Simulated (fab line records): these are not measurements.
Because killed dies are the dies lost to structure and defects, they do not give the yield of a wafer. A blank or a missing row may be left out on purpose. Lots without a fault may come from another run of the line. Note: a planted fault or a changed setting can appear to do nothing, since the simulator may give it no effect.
Which tool was responsible? | flow gf180mcu | 39 wafers from 13 lots sampled at 4 of the route's 602 steps

WHAT EACH GAUGE READ, for each wafer
GF_STI_THK_MEAS_24.
lot  | measured    | on            | STI_CVD_23_THK (nm)
L639 | day 2 03:08 | film metro-01 | 647 646 646
L640 | day 2 09:16 | film metro-01 | 640 637 637
L642 | day 2 18:53 | film metro-03 | 656 647 640
L643 | day 2 23:44 | film metro-03 | 645 652 647
L645 | day 3 10:50 | film metro-02 | 659 653 646
L646 | day 3 17:55 | film metro-02 | 649 645 646
L649 | day 4 07:14 | film metro-03 | 651 635 647
L652 | day 4 23:43 | film metro-02 | 642 639 637
L653 | day 5 03:37 | film metro-01 | 637 654 639
L659 | day 6 10:49 | film metro-03 | 648 662 654
L660 | day 6 15:28 | film metro-02 | 660 649 657
L661 | day 6 20:37 | film metro-03 | 645 646 634
L662 | day 7 03:47 | film metro-02 | 651 649 648

GF_VT_IMPLANT_RS_MEAS_47: measurement is done with a four-point probe.
lot  | measured     | on            | NWELL_RS (ohm/sq)
L639 | day 7 12:32  | film metro-01 | 489.8 489.4 489.4
L640 | day 7 19:55  | film metro-01 | 489.1 487.9 489.0
L642 | day 8 09:16  | film metro-04 | 487.9 488.8 488.8
L643 | day 8 14:55  | film metro-01 | 488.3 488.6 488.7
L645 | day 9 05:05  | film metro-02 | 486.9 487.2 488.3
L646 | day 9 14:52  | film metro-02 | 487.7 486.7 489.6
L649 | day 10 09:38 | film metro-04 | 487.4 487.2 488.8
L652 | day 11 07:17 | film metro-04 | 489.0 489.1 489.2
L653 | day 11 13:14 | film metro-04 | 489.3 486.7 489.5
L659 | day 13 02:20 | film metro-04 | 511.6 510.9 510.2
L660 | day 13 08:31 | film metro-01 | 510.0 510.3 510.8
L661 | day 13 15:31 | film metro-04 | 487.8 487.8 488.0
L662 | day 14 04:15 | film metro-02 | 487.2 487.8 488.8

GF_VT_IMPLANT_RS_MEAS_49: measurement is done with a four-point probe.
lot  | measured     | on            | MVPSD_RS (ohm/sq)
L639 | day 7 12:46  | film metro-01 | 1170.2 1170.1 1167.5
L640 | day 7 20:10  | film metro-01 | 1171.0 1173.3 1171.7
L642 | day 8 09:31  | film metro-04 | 1168.2 1172.4 1173.3
L643 | day 8 15:09  | film metro-01 | 1171.5 1176.0 1172.0
L645 | day 9 05:20  | film metro-02 | 1168.6 1172.8 1174.1
L646 | day 9 15:06  | film metro-02 | 1171.2 1171.5 1169.3
L649 | day 10 09:53 | film metro-04 | 1164.2 1167.0 1165.9
L652 | day 11 07:31 | film metro-04 | 1171.9 1173.4 1175.8
L653 | day 11 13:29 | film metro-04 | 1170.6 1170.1 1168.1
L659 | day 13 02:35 | film metro-04 | 1167.6 1165.5 1168.3
L660 | day 13 08:46 | film metro-01 | 1169.4 1165.9 1164.9
L661 | day 13 15:45 | film metro-04 | 1170.5 1169.4 1168.8
L662 | day 14 04:29 | film metro-02 | 1167.6 1170.7 1169.2

TOOL THAT RAN EACH LOT (tool first, then ch and the chambers of the sampled wafers, then the start)
lot  | GF_NWELL_IMPLANT_09
L639 | implanter-03 ch 0, day 3 07:10
L640 | implanter-03 ch 0, day 3 13:02
L642 | implanter-01 ch 0, day 3 23:09
L643 | implanter-03 ch 0, day 4 04:41
L645 | implanter-03 ch 0, day 4 16:09
L646 | implanter-03 ch 0, day 5 00:13
L649 | implanter-01 ch 0, day 5 15:15
L652 | implanter-03 ch 0, day 6 08:10
L653 | implanter-01 ch 0, day 6 14:00
L659 | implanter-03 ch 0, day 7 19:58
L660 | implanter-03 ch 0, day 8 01:13
L661 | implanter-01 ch 0, day 8 06:32
L662 | implanter-01 ch 0, day 8 15:20
- GF_NWELL_IMPLANT_09

WHAT THE TOOLS THEMSELVES READ (means of the sampled wafers that have a number; where no wafer has one, the mark that the record gives instead)
GF_NWELL_IMPLANT_09.
lot  | tool         | dose ions cm2 | faraday current uA
L639 | implanter-03 | 4e+12         | 22.5
L640 | implanter-03 | 4e+12         | 22.5
L642 | implanter-01 | 4e+12         | 22.7
L643 | implanter-03 | 4e+12         | 22.1
L645 | implanter-03 | 4e+12         | 22.5
L646 | implanter-03 | 4e+12         | 22.4
L649 | implanter-01 | 4e+12         | 22.8
L652 | implanter-03 | 4e+12         | 22.6
L653 | implanter-01 | 4e+12         | 22.5
L659 | implanter-03 | 3e+12         | 16.3
L660 | implanter-03 | 3e+12         | 16.4
L661 | implanter-01 | 4e+12         | 22.8
L662 | implanter-01 | 4e+12         | 22.5

THE ANSWER, worked out from the rows above alone
Rule: what is usual is taken from the lots themselves. Put in order of their means at a reading, lots are off if they are a third of the lots or fewer, leave a main group of 4 or more, and stand apart from it by a gap of 3 or more times the standard deviation of the main group's means; of several such gaps the widest counts. Not used: any main group whose means are identical at the precision the tables above print for the reading. Also off: a lot with no number at a reading for which 4 or more lots have one. Where the step has rows for the other lots, those lots are counted as sound. First the gauges in route order, then the tools' own readings, where a lot's mean is used as printed above. The first step at which some lot is off is used, and at that step the reading that is off furthest; a lot without a number counts as furthest.
Off: at GF_VT_IMPLANT_RS_MEAS_47 (NWELL_RS), L659, L660. The main group has a mean of 488.4 ohm/sq with a standard deviation of 0.58.
If a tool, at a process step before that reading, ran all the lots that are off and no sound lot after the first of them, it fits. The gauges at GF_VT_IMPLANT_RS_MEAS_47 aren't tried: what is off there is off at GF_NWELL_IMPLANT_09 too, on other tools, and a gauge's error can't cause that. One fits: implanter-03 at GF_NWELL_IMPLANT_09. A fault onset in the window from L652 (day 6 08:10, its last sound lot) to L659 (day 7 19:58, its first lot off) fits.
The tool's own readings at GF_NWELL_IMPLANT_09 bear it out: on the lots that are off they differ by more than 5 times the standard deviation of the sound lots' means. dose ions cm2 reads 3e+12 there against 4e+12 on the sound lots; faraday current uA reads 16.4 there against 22.5 on the sound lots.

WHAT THE SIMULATOR HAD INSERTED
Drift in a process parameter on implanter-03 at GF_NWELL_IMPLANT_09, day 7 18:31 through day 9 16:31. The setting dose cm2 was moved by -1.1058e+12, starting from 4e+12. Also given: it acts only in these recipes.
Lots struck among those shown: L659, L660. The rule given above showed the same thing.
